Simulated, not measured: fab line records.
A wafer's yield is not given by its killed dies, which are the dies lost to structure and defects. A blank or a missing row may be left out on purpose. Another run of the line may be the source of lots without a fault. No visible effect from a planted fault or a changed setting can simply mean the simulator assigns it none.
Which tool was responsible?    flow sky130    14 lots, 42 wafers sampled, at 4 steps of a route of 708

== WHAT EACH GAUGE READ, for each wafer ==
SKY_PASSIVATION_THK_MEAS_01.
lot   measured      on             PASSIVATION_CVD_00_THK (nm)
L560  day 43 14:07  film-metro-02  89.8 89.8 90.1
L561  day 43 20:53  film-metro-03  90.7 89.7 89.7
L562  day 43 23:40  film-metro-03  87.4 89.7 88.9
L563  day 44 11:04  film-metro-04  89.9 91.3 89.8
L564  day 44 14:10  film-metro-02  89.6 89.9 90.2
L565  day 45 02:21  film-metro-04  88.3 90.2 90.1
L567  day 45 12:05  film-metro-02  88.2 89.0 90.0
L568  day 45 16:56  film-metro-02  87.9 90.1 89.6
L569  day 46 05:11  film-metro-02  89.3 90.9 90.6
L575  day 47 14:01  film-metro-04  91.0 91.9 93.1
L578  day 48 11:23  film-metro-03  91.2 91.5
L581  day 49 17:22  film-metro-04  89.1 88.6 91.1
L582  day 49 22:21  film-metro-03  87.6 88.9 89.2

== WHAT TOOL EACH LOT RAN ON (gives the tool, then ch and the chambers of the sampled wafers, and finally the start) ==
lot   SKY_SONOS_TUNNEL_DEVELOP_06        SKY_VIA4_CVD_18                SKY_VIA4_CMP_21
L560  litho-track-01 ch 0, day 11 09:10  cvd-w-01 ch 0,1, day 42 13:39  cmp-02 ch 0,2,3, day 42 14:05
L561  litho-track-02 ch 0, day 11 10:26  cvd-w-01 ch 0,1, day 42 20:34  cmp-01 ch 0,1,3, day 42 21:00
L562  litho-track-03 ch 0, day 11 20:02  cvd-w-01 ch 0, day 43 00:00    cmp-02 ch 0,1,2, day 43 00:26
L563  litho-track-01 ch 0, day 11 21:13  cvd-w-02 ch 0,1, day 43 11:42  cmp-01 ch 1,3, day 43 12:02
L564  litho-track-03 ch 0, day 12 02:33  cvd-w-01 ch 0,1, day 43 14:17  cmp-01 ch 1,3, day 43 14:40
L565  litho-track-03 ch 0, day 12 20:29  cvd-w-02 ch 0,1, day 44 03:18  cmp-01 ch 0,3, day 44 03:38
L567  litho-track-01 ch 0, day 13 03:58  cvd-w-01 ch 0,1, day 44 13:13  cmp-01 ch 0,1, day 44 13:30
L568  litho-track-01 ch 0, day 13 12:49  cvd-w-02 ch 0,1, day 44 17:36  cmp-02 ch 1,2, day 44 17:56
L569  litho-track-03 ch 0, day 13 22:33  cvd-w-02 ch 0,1, day 45 06:41  cmp-02 ch 1,2,3, day 45 07:02
L575  litho-track-01 ch 0, day 15 19:40  cvd-w-01 ch 0,1, day 46 17:05  cmp-02 ch 0,2,3, day 46 17:28
L577  litho-track-03 ch 0, day 16 18:17  -                              -
L578  litho-track-03 ch 0, day 17 04:50  cvd-w-02 ch 0,1, day 47 14:35  cmp-01 ch 1,2, day 47 15:01
L581  litho-track-01 ch 0, day 19 15:10  cvd-w-01 ch 0,1, day 48 22:58  cmp-02 ch 0,1,2, day 48 23:23
L582  litho-track-03 ch 0, day 19 16:05  cvd-w-02 ch 0,1, day 49 03:52  cmp-02 ch 0,1,3, day 49 04:15
- SKY_SONOS_TUNNEL_DEVELOP_06: develop time 60 s.
- SKY_VIA4_CVD_18: deposits W, target thk 505 nm, time 152.14 s.
- SKY_VIA4_CMP_21: polishes, stops on SiO2, t overpolish 25 s, target thk 0 nm.

== WHAT THE TOOLS THEMSELVES READ (means of the sampled wafers that have a number; where no wafer has one, the mark that the record gives instead) ==
SKY_VIA4_CVD_18.
lot   tool      heater-power-w (W)
L560  cvd-w-01  762
L561  cvd-w-01  797
L562  cvd-w-01  713
L563  cvd-w-02  946
L564  cvd-w-01  771
L565  cvd-w-02  901
L567  cvd-w-01  796
L568  cvd-w-02  896
L569  cvd-w-02  896
L575  cvd-w-01  767
L578  cvd-w-02  948
L581  cvd-w-01  763
L582  cvd-w-02  909

SKY_VIA4_CMP_21.
lot   tool    motor-current-A (A)  overpolish-run-s (s)  retaining-ring-pressure-frac  slurry-flow-ml-min  time-to-endpoint-s (s)
L560  cmp-02  10.6                 24.999                1.005                         149.8               119
L561  cmp-01  11.5                 24.997                1.004                         150.5               128
L562  cmp-02  11.1                 24.999                1.001                         149.7               116
L563  cmp-01  10.9                 24.996                0.999                         150.2               124
L564  cmp-01  10.8                 24.999                0.999                         149.5               126
L565  cmp-01  11.0                 25.003                0.997                         150.1               133
L567  cmp-01  11.2                 25.012                1.000                         150.0               123
L568  cmp-02  11.2                 24.992                1.006                         149.1               112
L569  cmp-02  11.2                 25.001                1.001                         149.6               115
L575  cmp-02  11.0                 24.989                0.993                         150.2               120
L578  cmp-01  10.9                 25.010                0.999                         150.0               128
L581  cmp-02  11.3                 25.008                1.003                         150.0               121
L582  cmp-02  11.3                 25.002                0.997                         149.9               120

== THE ANSWER, worked out from the rows above alone ==
Rule: the usual values come from the lots themselves. Put in order of their means at a reading, lots are off if they are a third of the lots or fewer, leave a main group of 4 or more, and stand apart from it by a gap of 3 or more times the standard deviation of the main group's means; of several such gaps the widest counts. Not used: any main group whose means are identical at the precision the tables above print for the reading. Also off: a lot with no number at a reading for which 4 or more lots have one. Any other lot the step has rows for is counted as sound. After the gauges, taken in route order, come the tools' own readings; for these a lot's mean is taken, as printed above. The first step at which some lot is off is used, and at that step the reading that is off furthest; a lot without a number counts as furthest.
None of the lots is off at any reading shown; this tells nothing.

== WHAT THE SIMULATOR HAD PUT IN ==
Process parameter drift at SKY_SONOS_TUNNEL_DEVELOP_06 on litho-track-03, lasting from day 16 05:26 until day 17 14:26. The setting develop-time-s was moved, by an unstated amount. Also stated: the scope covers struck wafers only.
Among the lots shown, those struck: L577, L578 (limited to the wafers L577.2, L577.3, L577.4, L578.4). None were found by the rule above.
